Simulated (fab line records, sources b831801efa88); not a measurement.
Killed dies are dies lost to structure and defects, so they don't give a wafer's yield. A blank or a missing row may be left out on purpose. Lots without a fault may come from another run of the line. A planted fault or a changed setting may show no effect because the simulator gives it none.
fab line records | flow sky130
record lots=6 wafers=18 last_day=50
route steps=708 shown DNWELL@41 PWDE@45 NWELL@57 PAD_OPEN@708
lots that met no fault: from a run of the same line without faults
start_h: hours from the record's first day to the start of the lot's first wafer shown | wait_h: hours since the lot's step before | " the same as in the row above | L1.1+2: a row that stands for several wafers | - no value, or no start given | * or withheld: withheld | < > ~ a bound
route shown NAME@n: a module of which the file shows steps, and the number in the route of the first | usual: mean/standard deviation of fault-free wafers | same: alike in all rows | chamber/n: place in a boat | sites: the reading at each site | _std_site: their standard deviation | _edge_site: outer sites' mean less inner sites' | radius_mm: how far each site lies from the wafer's centre | mask NAME#n: copy n | behind: the tool/chamber that last shaped the wafer | hold: why the lot was held/for how many hours/how that ended | device: the transistor (n, p or np) that didn't switch | end of line: the same wafers' tests at the end of the route | a step without rows: its recipe alone | killed: dies lost to structure and defects at the first sort, not the wafer's yield | map: a wafer's dies, x killed, . not, _ none there
set.NAME: the setting as run; set.NAME@STEP: as run at that earlier step | model.NAME: the simulator's own value behind a step, which no gauge read
lots at some steps of the route; a table a step, a row a wafer
services: from which hour (start_h, from the record's first day; less than 0 if before it) a tool's chamber was out of use, for how many hours, and why
## steps
# step SKY_DNWELL_DEVELOP_06
# recipe wall_angle_deg=90 developer=TMAH develop_time_s=62.68 dev_temp_c=23
# step SKY_DNWELL_IMPLANT_07
# recipe species=P energy_kev=withheld dose_cm2=withheld tilt_deg=withheld
# step SKY_DNWELL_STRIP_08
# recipe chemistry=O2/N2 power_w=1400 pressure_mtorr=1500 platen_temp_c=withheld o2_flow_sccm=3000 n2_flow_sccm=300 overash_fraction=0.5
# usual drypump_motor_current_A=5.7/0.45 oes_product_au=0.723/0.0046 strip_time_to_endpoint_s=36.94/0.11
# columns lot.wafer tool chamber start_h wait_h drypump_motor_current_A oes_product_au rf_hours_counter_h strip_time_to_endpoint_s
L938.2 plasma_asher-04 0 62.49 0.1 6.1 0.717 25 36.76
L938.4 " 0 " " 6.2 0.724 - 36.75
L938.5 " 0 " " 6.2 0.721 - 36.81
L940.2 plasma_asher-03 0 78.13 0.1 5.3 0.727 39 37.03
L940.3 " 0 " " 5.3 0.723 - 36.88
L940.6 " 1 " " 6.0 0.721 - 37.04
L948.2 plasma_asher-04 1 119.65 0.1 6.2 0.727 31 36.86
L948.3 " 0 " " 6.2 0.719 - 36.84
L948.4 " 1 " " 6.1 0.721 - 36.86
L950.2 plasma_asher-04 0 124.83 0.1 6.1 0.723 31 36.92
L950.3 " 0 " " 6.1 0.722 - 36.86
L950.5 " 1 " " 6.2 0.728 - 36.88
L955.1 plasma_asher-01 1 148.99 0.1 4.9 0.718 47 37.02
L955.2 " 0 " " 5.7 0.718 47 36.92
L955.5 " 0 " " 5.7 0.730 - 36.90
L959.2 plasma_asher-04 1 172.09 0.1 6.1 0.726 36 37.03
L959.4 " 0 " " 6.1 0.725 - 37.06
L959.6 " 1 " " 6.2 0.723 - 37.00
# step SKY_DNWELL_TW_MEAS_09
# usual DNWELL_TW=1128/13
# columns lot.wafer tool chamber start_h wait_h DNWELL_TW
L938.2 film_metro-02 - 62.60 0.1 1128
L938.4 " - " " 1120
L938.5 " - " " 1118
L940.2 film_metro-01 - 78.24 0.1 1139
L940.3 " - " " 1146
L940.6 " - " " 1142
L948.2 film_metro-01 - 119.76 0.1 1134
L948.3 " - " " 1130
L948.4 " - " " 1133
L950.2 film_metro-02 - 124.94 0.1 1127
L950.3 " - " " 1124
L950.5 " - " " 1124
L955.1 film_metro-01 - 149.09 0.1 1139
L955.2 " - " " 1145
L955.5 " - " " 1145
L959.2 film_metro-01 - 172.20 0.1 1146
L959.4 " - " " 1144
L959.6 " - " " 1143
# step SKY_PWDE_DEHYDRATE_00
# recipe temp_c=200 time_s=60
# step SKY_PWDE_HMDS_01
# recipe prime_time_s=60 prime_temp_c=120
# step SKY_PWDE_COAT_02
# recipe spin_rpm=2000 resist_thk_nm=3000
# step SKY_PWDE_SOFTBAKE_03
# recipe temp_c=110 time_s=withheld
# step SKY_PWDE_EXPOSE_04
# recipe mask_id=PWDEM na=0.6 source_shape=conventional sigma_outer=0.6 polarization=unpolarized target_cd_nm=840 dose_mj=214
# step SKY_PWDE_PEB_05
# recipe temp_c=115 time_s=withheld
# step SKY_PWDE_DEVELOP_06
# recipe wall_angle_deg=90 developer=TMAH develop_time_s=60 dev_temp_c=23
# step SKY_PWDE_OVL_MEAS_07
# usual PWDE_OVL=1.0/1.7
# columns lot.wafer tool chamber start_h wait_h PWDE_OVL[nm]
L938.2 overlay-02 - 78.11 - 1.4
L938.4 " - " " 2.3
L938.5 " - " " 2.2
L940.2 overlay-02 - 93.71 - -1.7
L940.3 " - " " -1.3
L940.6 " - " " -1.8
L948.2 overlay-02 - 138.22 - -0.6
L948.3 " - " " -0.7
L948.4 " - " " -2.8
L950.2 overlay-01 - 143.94 - -0.7
L950.3 " - " " 1.7
L950.5 " - " " 0.8
L955.1 overlay-01 - 168.55 - 2.4
L955.2 " - " " 2.7
L955.5 " - " " 2.1
L959.2 overlay-02 - 192.69 - 3.1
L959.4 " - " " 2.2
L959.6 " - " " 1.8
# step SKY_PWDE_IMPLANT_08
# recipe species=B energy_kev=150 dose_cm2=3.6e+12 tilt_deg=withheld
# usual dose_ions_cm2=3.6e+12/4.3e+09 faraday_current_uA=20.3/0.41
# columns lot.wafer tool chamber start_h wait_h dose_ions_cm2 faraday_current_uA
L938.2 implanter-02 0 78.16 0.0 3.598e+12 20.2
L938.4 " 0 " " 3.599e+12 20.1
L938.5 " 0 " " 3.599e+12 20.9
L940.2 implanter-03 0 93.76 0.0 3.599e+12 20.1
L940.3 " 0 " " 3.597e+12 20.0
L940.6 " 0 " " 3.595e+12 20.5
L948.2 implanter-03 0 138.27 0.0 4.388e+12 24.5
L948.3 " 0 " " 4.384e+12 24.4
L948.4 " 0 " " 4.39e+12 23.7
L950.2 implanter-03 0 144.00 0.0 4.392e+12 24.9
L950.3 " 0 " " 4.388e+12 25.0
L950.5 " 0 " " 4.379e+12 24.7
L955.1 implanter-04 0 168.59 0.0 3.607e+12 20.3
L955.2 " 0 " " 3.605e+12 20.1
L955.5 " 0 " " 3.597e+12 20.6
L959.2 implanter-02 0 192.75 0.0 3.594e+12 20.4
L959.4 " 0 " " 3.594e+12 20.6
L959.6 " 0 " " 3.598e+12 20.9
# step SKY_PWDE_STRIP_09
# recipe chemistry=O2/N2 power_w=1400 pressure_mtorr=1500 platen_temp_c=withheld o2_flow_sccm=3000 n2_flow_sccm=300 overash_fraction=0.5
# usual drypump_motor_current_A=5.8/0.41 oes_product_au=0.723/0.0045 strip_time_to_endpoint_s=36.93/0.099
# columns lot.wafer tool chamber start_h wait_h drypump_motor_current_A oes_product_au rf_hours_counter_h strip_time_to_endpoint_s
L938.2 plasma_asher-04 0 78.29 0.1 6.2 0.724 27 37.03
L938.4 " 1 " " 6.1 0.722 - 37.02
L938.5 " 0 " " 6.2 0.724 - 36.89
L940.2 plasma_asher-04 0 93.89 0.1 6.1 0.720 28 36.89
L940.3 " 0 " " 6.1 0.724 - 36.99
L940.6 " 0 " " 6.2 0.725 - 37.04
L948.2 plasma_asher-02 1 138.40 0.1 5.4 0.726 45 36.84
L948.3 " 0 " " 5.1 0.722 - 36.67
L948.4 " 1 " " 5.4 0.717 - 36.69
L950.2 plasma_asher-03 0 144.12 0.1 5.3 0.720 3 36.82
L950.3 " 1 " " 5.9 0.716 - 36.80
L950.5 " 1 " " 5.9 0.730 - 36.88
L955.1 plasma_asher-03 0 168.74 0.1 5.3 0.725 5 36.98
L955.2 " 1 " " 5.9 0.716 5 36.84
L955.5 " 0 " " 5.3 0.725 - 36.98
L959.2 plasma_asher-04 1 192.87 0.1 6.1 0.727 38 37.05
L959.4 " 1 " " 6.2 0.721 - 37.12
L959.6 " 0 " " 6.1 0.719 - 37.13
# step SKY_PWDE_TW_MEAS_10
# usual PWDE_TW=377/4.8
# columns lot.wafer tool chamber start_h wait_h hold PWDE_TW
L938.2 film_metro-01 - 78.40 0.1 - 381
L938.4 " - " " - 381
L938.5 " - " " - 383
L940.2 film_metro-04 - 94.00 0.1 - 372
L940.3 " - " " - 374
L940.6 " - " " - 372
L948.2 film_metro-01 - 138.51 0.1 await_dispo/0.2h/release 409
L948.3 " - " " await_dispo/0.2h/release 408
L948.4 " - " " await_dispo/0.2h/release 408
L948.2 film_metro-01 - 138.74 0.2 - 411
L948.3 " - " " - 411
L948.4 " - " " - 408
L950.2 film_metro-04 - 144.23 0.1 - 394
L950.3 " - " " - 392
L950.5 " - " " - 395
L955.1 film_metro-04 - 168.85 0.1 - 372
L955.2 " - " " - 376
L955.5 " - " " - 375
L959.2 film_metro-04 - 192.98 0.1 - 373
L959.4 " - " " - 373
L959.6 " - " " - 374
# step SKY_NWELL_HMDS_04
# recipe prime_time_s=60 prime_temp_c=120
# step SKY_NWELL_COAT_05
# recipe spin_rpm=2000 resist_thk_nm=3000
# step SKY_NWELL_SOFTBAKE_06
# recipe temp_c=110 time_s=withheld
# step SKY_NWELL_EXPOSE_07
# recipe mask_id=NWM na=0.6 source_shape=conventional sigma_outer=0.6 polarization=unpolarized target_cd_nm=840 dose_mj=255
# step SKY_NWELL_PEB_08
# recipe temp_c=115 time_s=withheld
# step SKY_NWELL_DEVELOP_09
# recipe wall_angle_deg=90 developer=TMAH develop_time_s=60 dev_temp_c=23
# step SKY_NWELL_OVL_MEAS_10
# usual NWELL_00_OVL=-0.5/1.4
# columns lot.wafer tool chamber start_h wait_h NWELL_00_OVL[nm]
L938.2 overlay-02 - 94.17 - -2.3
L938.4 " - " " -2.4
L938.5 " - " " -2.8
L940.2 overlay-02 - 111.42 - -0.3
L940.3 " - " " 0.5
L940.6 " - " " 0.6
L948.2 overlay-01 - 157.71 - -0.9
L948.3 " - " " -2.1
L948.4 " - " " -2.0
L950.2 overlay-01 - 163.54 - -1.3
L950.3 " - " " 0.7
L950.5 " - " " 0.9
L955.1 overlay-01 - 188.60 - 0.5
L955.2 " - " " -0.7
L955.5 " - " " 1.4
L959.2 overlay-02 - 214.27 - 0.5
L959.4 " - " " 0.1
L959.6 " - " " -1.2
# step SKY_NWELL_IMPLANT_11
# recipe species=P energy_kev=400 dose_cm2=1.922e+13 tilt_deg=withheld
# step SKY_NWELL_IMPLANT_12
# recipe species=P energy_kev=120 dose_cm2=1.3e+12 tilt_deg=withheld
# step SKY_NWELL_IMPLANT_13
# recipe species=P energy_kev=50 dose_cm2=7e+11 tilt_deg=withheld
# step SKY_NWELL_STRIP_14
# recipe chemistry=O2/N2 power_w=1400 pressure_mtorr=1500 platen_temp_c=withheld o2_flow_sccm=3000 n2_flow_sccm=300 overash_fraction=0.5
# usual drypump_motor_current_A=5.5/0.45 oes_product_au=0.723/0.0044 strip_time_to_endpoint_s=36.90/0.086
# columns lot.wafer tool chamber start_h wait_h drypump_motor_current_A oes_product_au rf_hours_counter_h strip_time_to_endpoint_s
L938.2 plasma_asher-01 0 94.65 0.1 5.7 0.723 41 36.98
L938.4 " 1 " " 4.9 0.715 - 36.89
L938.5 " 1 " " 4.9 0.725 - 36.95
L940.2 plasma_asher-02 0 111.90 0.1 5.1 0.722 42 36.88
L940.3 " 0 " " 5.1 0.720 - 36.89
L940.6 " 0 " " 5.1 0.729 - 36.93
L948.2 plasma_asher-01 1 158.19 0.1 5.0 0.729 48 36.90
L948.3 " 0 " " 5.7 0.723 - 36.82
L948.4 " 1 " " 5.0 0.719 - 36.90
L950.2 plasma_asher-01 1 164.02 0.1 4.9 0.722 48 36.86
L950.3 " 1 " " 4.9 0.718 - 36.84
L950.5 " 0 " " 5.7 0.719 - 36.78
L955.1 plasma_asher-01 1 189.09 0.1 4.9 0.725 51 37.00
L955.2 " 0 " " 5.7 0.725 51 36.96
L955.5 " 1 " " 4.9 0.726 - 36.94
L959.2 plasma_asher-04 1 214.75 0.1 6.2 0.716 40 37.04
L959.4 " 1 " " 6.1 0.728 - 36.92
L959.6 " 1 " " 6.1 0.723 - 36.82
# step SKY_NWELL_TW_MEAS_15
# usual NWELL_TW=1850/24
# columns lot.wafer tool chamber start_h wait_h NWELL_TW
L938.2 film_metro-04 - 94.76 0.1 1833
L938.4 " - " " 1833
L938.5 " - " " 1833
L940.2 film_metro-01 - 112.01 0.1 1857
L940.3 " - " " 1862
L940.6 " - " " 1865
L948.2 film_metro-04 - 158.30 0.1 1809
L948.3 " - " " 1809
L948.4 " - " " 1818
L950.2 film_metro-01 - 164.13 0.1 1870
L950.3 " - " " 1866
L950.5 " - " " 1865
L955.1 film_metro-01 - 189.19 0.1 1874
L955.2 " - " " 1877
L955.5 " - " " 1871
L959.2 film_metro-04 - 214.86 0.1 1812
L959.4 " - " " 1829
L959.6 " - " " 1807
# step SKY_NWELL_DEHYDRATE_16
# recipe temp_c=200 time_s=60
# step SKY_NWELL_HMDS_17
# recipe prime_time_s=60 prime_temp_c=120
# step SKY_NWELL_COAT_18
# recipe spin_rpm=2000 resist_thk_nm=3000
# step SKY_NWELL_SOFTBAKE_19
# recipe temp_c=110 time_s=withheld
# step SKY_NWELL_EXPOSE_20
# recipe mask_id=NWM_COMPLEMENT na=0.6 source_shape=conventional sigma_outer=0.6 polarization=unpolarized target_cd_nm=840 dose_mj=260
# step SKY_NWELL_PEB_21
# recipe temp_c=115 time_s=withheld
# step SKY_NWELL_DEVELOP_22
# recipe wall_angle_deg=90 developer=TMAH develop_time_s=60 dev_temp_c=23
# step SKY_NWELL_OVL_MEAS_23
# usual NWELL_01_OVL=-0.4/1.6
# columns lot.wafer tool chamber start_h wait_h NWELL_01_OVL[nm]
L938.2 overlay-01 - 113.07 - 2.2
L938.4 " - " " 1.4
L938.5 " - " " -1.0
L940.2 overlay-02 - 129.89 - -1.1
L940.3 " - " " -1.8
L940.6 " - " " -2.6
L948.2 overlay-02 - 177.72 - -3.0
L948.3 " - " " -2.8
L948.4 " - " " -2.1
L950.2 overlay-01 - 183.79 - 0.7
L950.3 " - " " -1.4
L950.5 " - " " -1.1
L955.1 overlay-01 - 210.70 - 0.3
L955.2 " - " " -0.7
L955.5 " - " " 0.3
L959.2 overlay-02 - 237.09 - -1.2
L959.4 " - " " -2.1
L959.6 " - " " -0.4
# step SKY_NWELL_IMPLANT_24
# recipe species=B energy_kev=142.8 dose_cm2=9.2e+12 tilt_deg=withheld
# step SKY_NWELL_STRIP_25
# recipe chemistry=O2/N2 power_w=1400 pressure_mtorr=1500 platen_temp_c=withheld o2_flow_sccm=3000 n2_flow_sccm=300 overash_fraction=0.5
# usual drypump_motor_current_A=5.7/0.48 oes_product_au=0.723/0.0048 strip_time_to_endpoint_s=36.89/0.11
# columns lot.wafer tool chamber start_h wait_h drypump_motor_current_A oes_product_au rf_hours_counter_h strip_time_to_endpoint_s
L938.2 plasma_asher-01 1 113.25 0.1 4.9 0.727 43 36.81
L938.4 " 1 " " 4.9 0.725 - 36.98
L938.5 " 1 " " 4.9 0.717 - 36.93
L940.2 plasma_asher-04 1 130.07 0.1 6.1 0.725 32 36.77
L940.3 " 0 " " 6.1 0.726 - 36.75
L940.6 " 0 " " 6.2 0.728 - 36.81
L948.2 plasma_asher-01 0 177.90 0.1 5.7 0.725 50 36.77
L948.3 " 1 " " 5.0 0.723 - 36.78
L948.4 " 0 " " 5.7 0.718 - 36.73
L950.2 plasma_asher-02 1 183.97 0.1 5.4 0.723 49 36.84
L950.3 " 1 " " 5.4 0.725 - 36.82
L950.5 " 0 " " 5.1 0.725 - 36.82
L955.1 plasma_asher-01 0 210.89 0.1 5.8 0.726 53 36.95
L955.2 " 1 " " 5.0 0.722 53 36.94
L955.5 " 1 " " 4.9 0.729 - 36.97
L959.2 plasma_asher-04 0 237.27 0.1 6.1 0.715 42 36.78
L959.4 " 0 " " 6.1 0.725 - 36.69
L959.6 " 1 " " 6.1 0.725 - 36.70
# step SKY_NWELL_TW_MEAS_26
# usual NWELL_2_TW=502/6
# columns lot.wafer tool chamber start_h wait_h NWELL_2_TW
L938.2 film_metro-02 - 113.36 0.1 497
L938.4 " - " " 494
L938.5 " - " " 495
L940.2 film_metro-04 - 130.18 0.1 492
L940.3 " - " " 491
L940.6 " - " " 492
L948.2 film_metro-02 - 178.01 0.1 498
L948.3 " - " " 502
L948.4 " - " " 500
L950.2 film_metro-01 - 184.08 0.1 508
L950.3 " - " " 507
L950.5 " - " " 507
L955.1 film_metro-02 - 210.99 0.1 502
L955.2 " - " " 499
L955.5 " - " " 500
L959.2 film_metro-02 - 237.38 0.1 502
L959.4 " - " " 502
L959.6 " - " " 500
# step SKY_NWELL_CLEAN_27
# recipe chemistry=SC1/SC2 mix=1:4:20 temp_c=70 time_s=150 dry=n2_spin
# step SKY_NWELL_RTA_28
# recipe temp_c=1050 time_s=30 idle_temp_c=650 ramp_up_c_per_s=150 ramp_down_c_per_s=90 ambient=N2
# usual lamp_power_pct=25.31/0.051 wafer_temp_C_max=1055.0/1
# columns lot.wafer tool chamber start_h wait_h lamp_power_pct wafer_temp_C_max
L938.2 rtp_anneal-01 0 113.48 0.0 25.33 1053.4
L938.4 " 0 " " 25.34 1055.1
L938.5 " 0 " " 25.28 1055.1
L940.2 rtp_anneal-02 0 130.29 0.0 25.24 1054.6
L940.3 " 0 " " 25.30 1054.7
L940.6 " 0 " " 25.25 1054.5
L948.2 rtp_anneal-01 0 178.13 0.0 25.30 1055.9
L948.3 " 0 " " 25.32 1054.4
L948.4 " 0 " " 25.35 1055.1
L950.2 rtp_anneal-02 0 184.20 0.0 25.30 1054.4
L950.3 " 0 " " 25.38 1053.9
L950.5 " 0 " " 25.34 1054.6
L955.1 rtp_anneal-01 0 211.10 0.0 25.27 1055.4
L955.2 " 0 " " 25.25 1057.8
L955.5 " 0 " " 25.27 1055.1
L959.2 rtp_anneal-01 0 237.49 0.0 25.24 1055.6
L959.4 " 0 " " 25.45 1055.2
L959.6 " 0 " " 25.32 1054.4
# step SKY_NWELL_RS_MEAS_29
# recipe thk_meas_gauge=four-point-probe
# usual NWELL_RS=621.5/1.6
# columns lot.wafer tool chamber start_h wait_h NWELL_RS[ohm/sq]
L938.2 film_metro-04 - 113.58 0.1 618.8
L938.4 " - " " 620.2
L938.5 " - " " 619.8
L940.2 film_metro-04 - 130.40 0.1 620.9
L940.3 " - " " 621.0
L940.6 " - " " 619.9
L948.2 film_metro-02 - 178.23 0.1 623.3
L948.3 " - " " 621.7
L948.4 " - " " 621.2
L950.2 film_metro-01 - 184.30 0.1 621.0
L950.3 " - " " 621.5
L950.5 " - " " 620.1
L955.1 film_metro-01 - 211.20 0.1 620.0
L955.2 " - " " 620.0
L955.5 " - " " 620.4
L959.2 film_metro-02 - 237.60 0.1 620.2
L959.4 " - " " 622.4
L959.6 " - " " 621.8
# step SKY_NWELL_RS_MEAS_31
# recipe thk_meas_gauge=four-point-probe
# usual PWDE_RS=5283/19
# columns lot.wafer tool chamber start_h wait_h hold PWDE_RS[ohm/sq]
L938.2 film_metro-04 - 113.82 0.1 - 5297
L938.4 " - " " - 5296
L938.5 " - " " - 5285
L940.2 film_metro-04 - 130.64 0.1 - 5283
L940.3 " - " " - 5286
L940.6 " - " " - 5277
L948.2 film_metro-02 - 178.47 0.1 await_dispo/0.2h/release 4507
L948.3 " - " " await_dispo/0.2h/release 4512
L948.4 " - " " await_dispo/0.2h/release 4505
L948.2 film_metro-02 - 178.76 0.3 - 4508
L948.3 " - " " - 4507
L948.4 " - " " - 4504
L950.2 film_metro-01 - 184.54 0.1 await_dispo/0.2h/release 4512
L950.3 " - " " await_dispo/0.2h/release 4530
L950.5 " - " " await_dispo/0.2h/release 4523
L950.2 film_metro-01 - 184.83 0.3 - 4517
L950.3 " - " " - 4528
L950.5 " - " " - 4522
L955.1 film_metro-01 - 211.44 0.1 - 5267
L955.2 " - " " - 5261
L955.5 " - " " - 5259
L959.2 film_metro-02 - 237.84 0.1 - 5272
L959.4 " - " " - 5296
L959.6 " - " " - 5285
# step SKY_PAD_OPEN_PROBE_99
# usual killed_at_M0_to_M3=44/7.4 killed_at_M4_up=3.2/2 killed_at_contacts=24/5.1 killed_at_front_end=15/4.8 killed_at_other=0.2/0.46 killed_dies=86/10 killed_on_rim=17/3.6 killed_open=47/7.5 killed_short=39/7
# same gross_dies=492 killed_at_back_side=0
# columns lot.wafer tool chamber start_h wait_h killed_at_M0_to_M3 killed_at_M4_up killed_at_contacts killed_at_front_end killed_at_other killed_dies killed_on_rim killed_open killed_short model.etest.res_p_drift_20v.line_ohm_um model.etest.res_p_drift_20v.rs_ohm_sq model.etest.res_pwde_under_gate.rs_ohm_sq
L938.2 prober-02 - 1081.39 0.1 43 3 23 12 0 81 16 41 40 1.242e+04 1.051e+04 6296
L938.4 prober-02 - 1081.49 0.2 46 2 22 22 0 92 15 42 50 1.287e+04 1.079e+04 6266
L938.5 prober-02 - 1081.54 0.2 48 2 32 7 0 89 18 48 39 1.276e+04 1.076e+04 6230
L940.2 prober-01 - 1101.88 0.1 32 7 26 23 1 89 20 39 50 1.181e+04 9872 6222
L940.3 prober-01 - 1101.93 0.2 41 4 22 9 0 76 14 34 40 1.166e+04 9858 6274
L940.6 prober-01 - 1102.08 0.2 55 5 24 14 0 98 20 53 44 1.204e+04 1.014e+04 6241
L950.2 prober-02 - 1163.76 0.1 61 5 26 13 0 105 26 53 52 9687 8114 5195
L950.3 prober-02 - 1163.81 0.2 49 2 21 10 0 82 13 49 32 9647 8012 5197
L950.5 prober-02 - 1163.91 0.2 52 0 20 14 0 86 15 47 39 9589 8077 5185
L948.2 prober-02 - 1167.34 0.1 51 5 32 27 0 115 18 60 55 1.117e+04 9342 5094
L948.3 prober-02 - 1167.39 0.2 50 4 28 18 2 102 27 60 40 1.115e+04 9403 5137
L948.4 prober-02 - 1167.44 0.2 33 4 24 17 1 79 14 45 32 1.106e+04 9223 5090
L955.1 prober-01 - 1174.72 0.1 60 3 19 19 1 102 24 53 49 1.248e+04 1.044e+04 6176
L955.2 prober-01 - 1174.77 0.1 46 6 17 9 0 78 20 43 35 1.268e+04 1.063e+04 6208
L955.5 prober-01 - 1174.92 0.2 48 2 23 15 1 89 17 51 38 1.246e+04 1.058e+04 6193
L959.2 prober-01 - 1193.40 0.1 34 1 28 18 0 81 13 48 33 1.31e+04 1.095e+04 6249
L959.4 prober-01 - 1193.50 0.2 59 4 18 20 0 101 26 57 44 1.247e+04 1.044e+04 6319
L959.6 prober-01 - 1193.60 0.2 48 6 19 15 0 88 16 54 34 1.252e+04 1.062e+04 6271
# killed by level:class
L938.2 CONTACT:geometric_particle:open=9 VIA1:geometric_particle:open=8 VIA1:geometric_particle:short=7 LI_CONTACT:geometric_particle:open=5 METAL3:geometric_particle:short=5 VIA2:geometric_particle:open=5 VIA3:geometric_particle:open=5 CONTACT:geometric_particle:short=4
L938.4 VIA1:geometric_particle:open=10 METAL1:geometric_particle:short=7 LOCAL_INTERCONNECT:geometric_particle:short=6 CONTACT:geometric_particle:open=6 CONTACT:geometric_particle:short=6 VIA2:geometric_particle:open=6 VIA3:geometric_particle:open=6 FIELD_ISO:geometric_particle:short=5
L938.5 CONTACT:geometric_particle:open=13 VIA1:geometric_particle:open=12 VIA1:geometric_particle:short=8 LI_CONTACT:geometric_particle:open=6 VIA2:geometric_particle:open=6 METAL1:geometric_particle:short=5 LOCAL_INTERCONNECT:geometric_particle:open=4 CONTACT:geometric_particle:short=4
L940.2 CONTACT:geometric_particle:open=7 CONTACT:geometric_particle:short=6 METAL1:geometric_particle:short=6 VIA1:geometric_particle:open=6 POLY_GATE:geometric_particle:short=5 LI_CONTACT:geometric_particle:open=5 METAL4:geometric_particle:short=5 VIA1:geometric_particle:short=5
L940.3 CONTACT:geometric_particle:short=8 METAL1:geometric_particle:short=8 VIA2:geometric_particle:open=7 VIA1:geometric_particle:short=6 VIA1:geometric_particle:open=5 METAL2:geometric_particle:short=5 LI_CONTACT:geometric_particle:short=4 LI_CONTACT:geometric_particle:open=4
L940.6 VIA1:geometric_particle:open=12 LI_CONTACT:geometric_particle:open=8 METAL1:geometric_particle:short=8 VIA3:geometric_particle:open=7 LOCAL_INTERCONNECT:geometric_particle:short=6 VIA2:geometric_particle:open=6 POLY_GATE:geometric_particle:open=5 CONTACT:geometric_particle:open=5
L950.2 VIA3:geometric_particle:open=11 VIA1:geometric_particle:open=10 METAL1:geometric_particle:short=10 VIA1:geometric_particle:short=10 LI_CONTACT:geometric_particle:open=8 CONTACT:geometric_particle:short=7 FIELD_ISO:geometric_particle:open=5 CONTACT:geometric_particle:open=5
L950.3 VIA2:geometric_particle:open=13 VIA1:geometric_particle:open=11 CONTACT:geometric_particle:open=9 LI_CONTACT:geometric_particle:open=7 METAL1:geometric_particle:short=5 VIA1:geometric_particle:short=4 VIA2:geometric_particle:short=4 FIELD_ISO:geometric_particle:short=3
L950.5 VIA2:geometric_particle:open=11 VIA1:geometric_particle:open=10 CONTACT:geometric_particle:open=9 METAL1:geometric_particle:short=9 METAL2:geometric_particle:short=5 FIELD_ISO:geometric_particle:open=4 LI_CONTACT:geometric_particle:short=4 LI_CONTACT:geometric_particle:open=4
L948.2 VIA1:geometric_particle:open=17 CONTACT:geometric_particle:open=12 FIELD_ISO:geometric_particle:open=8 POLY_GATE:geometric_particle:short=7 LI_CONTACT:geometric_particle:open=7 METAL2:geometric_particle:short=7 FIELD_ISO:geometric_particle:short=6 METAL1:geometric_particle:short=6
L948.3 CONTACT:geometric_particle:open=13 VIA3:geometric_particle:open=11 VIA1:geometric_particle:open=11 METAL2:geometric_particle:short=9 VIA2:geometric_particle:open=8 LI_CONTACT:geometric_particle:open=4 LOCAL_INTERCONNECT:geometric_particle:short=4 CONTACT:geometric_particle:short=4
L948.4 VIA1:geometric_particle:open=11 CONTACT:geometric_particle:open=8 LI_CONTACT:geometric_particle:open=6 FIELD_ISO:geometric_particle:short=5 LOCAL_INTERCONNECT:geometric_particle:short=5 VIA3:geometric_particle:open=5 METAL2:geometric_particle:short=5 FIELD_ISO:geometric_particle:open=3
L955.1 VIA1:geometric_particle:open=13 CONTACT:geometric_particle:open=10 VIA2:geometric_particle:short=8 VIA2:geometric_particle:open=8 VIA3:geometric_particle:open=7 VIA3:geometric_particle:short=6 FIELD_ISO:geometric_particle:open=5 POLY_GATE:geometric_particle:short=5
L955.2 VIA1:geometric_particle:open=10 METAL2:geometric_particle:short=7 VIA3:geometric_particle:open=6 LI_CONTACT:geometric_particle:open=5 VIA2:geometric_particle:open=5 VIA3:geometric_particle:short=5 FIELD_ISO:geometric_particle:open=4 CONTACT:geometric_particle:open=4
L955.5 VIA1:geometric_particle:open=11 VIA3:geometric_particle:open=9 CONTACT:geometric_particle:open=8 FIELD_ISO:geometric_particle:open=6 LOCAL_INTERCONNECT:geometric_particle:short=6 LI_CONTACT:geometric_particle:open=5 METAL3:geometric_particle:short=5 VIA2:geometric_particle:open=4
L959.2 VIA1:geometric_particle:open=14 LI_CONTACT:geometric_particle:open=11 CONTACT:geometric_particle:open=6 METAL2:geometric_particle:short=6 FIELD_ISO:geometric_particle:short=5 FIELD_ISO:geometric_particle:open=5 LOCAL_INTERCONNECT:geometric_particle:short=5 VIA1:geometric_particle:short=5
L959.4 VIA1:geometric_particle:open=15 METAL1:geometric_particle:short=9 POLY_GATE:geometric_particle:short=7 LI_CONTACT:geometric_particle:open=7 CONTACT:geometric_particle:open=6 METAL2:geometric_particle:open=6 METAL2:geometric_particle:short=5 METAL3:geometric_particle:short=5
L959.6 VIA1:geometric_particle:open=15 POLY_GATE:geometric_particle:open=7 CONTACT:geometric_particle:open=6 FIELD_ISO:geometric_particle:open=5 VIA3:geometric_particle:open=5 METAL2:geometric_particle:short=5 METAL1:geometric_particle:short=4 LOCAL_INTERCONNECT:geometric_particle:short=4
## services
# columns tool chamber start_h hours kind
plasma_asher-01 - 79.77 2.8 pm
implanter-04 - 87.83 8.2 pm
plasma_asher-02 - 98.71 0.9 repair
plasma_asher-03 - 108.75 9.0 pm
plasma_asher-03 0 108.75 9.0 vent_cycle
plasma_asher-03 1 108.75 9.0 vent_cycle
plasma_asher-03 - 109.89 1.5 repair
plasma_asher-03 0 117.75 - clean
plasma_asher-03 1 117.75 - clean
implanter-04 - 118.74 3.5 pm
implanter-03 - 123.24 0.8 repair
implanter-02 - 129.46 3.9 pm
rtp_anneal-01 - 134.84 33.5 repair
plasma_asher-01 - 137.26 1.7 repair
implanter-02 - 151.72 1.5 repair
implanter-03 - 166.76 5.5 pm
implanter-02 - 169.88 3.6 repair
rtp_anneal-02 - 194.38 0.8 pm
implanter-04 - 216.68 1.1 repair
implanter-03 - 234.22 2.3 pm
## key
first_sign step=SKY_PWDE_IMPLANT_08 reading=dose_ions_cm2 direction=up sigmas=99+ usual=* struck=*
effect step=SKY_PWDE_IMPLANT_08 reading=faraday_current_uA direction=up sigmas=10 usual=20.3 struck=24.6
effect step=SKY_PWDE_TW_MEAS_10 reading=visit direction=added
effect step=SKY_PWDE_TW_MEAS_10 reading=PWDE_TW direction=up sigmas=5 usual=377 struck=401
effect step=SKY_NWELL_RS_MEAS_31 reading=PWDE_RS direction=down sigmas=41 usual=5283 struck=4515
model_effect step=SKY_PAD_OPEN_PROBE_99 value=etest.res_p_drift_20v.line_ohm_um without=1.242e+04 struck=1.038e+04
met_at SKY_PWDE_IMPLANT_08
struck_wafers L948.2,L948.3,L948.4,L950.2,L950.3,L950.5
tester_left_out L948,L950
onset_between 93.76 138.27
fault kind=process_parameter_drift tool=implanter-03 chamber=- onset_h=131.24 steps=SKY_PWDE_IMPLANT_08 channel=dose_cm2 offset=* shape=step end_h=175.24 acts_in=* stated=*
# tester_left_out: of these lots the tester's yield and bins aren't shown, on N5 and GAA mostly nor the transistor test; their killed dies are dies lost to structure and defects alone, not to doping, threshold or leakage, so they don't give the yield
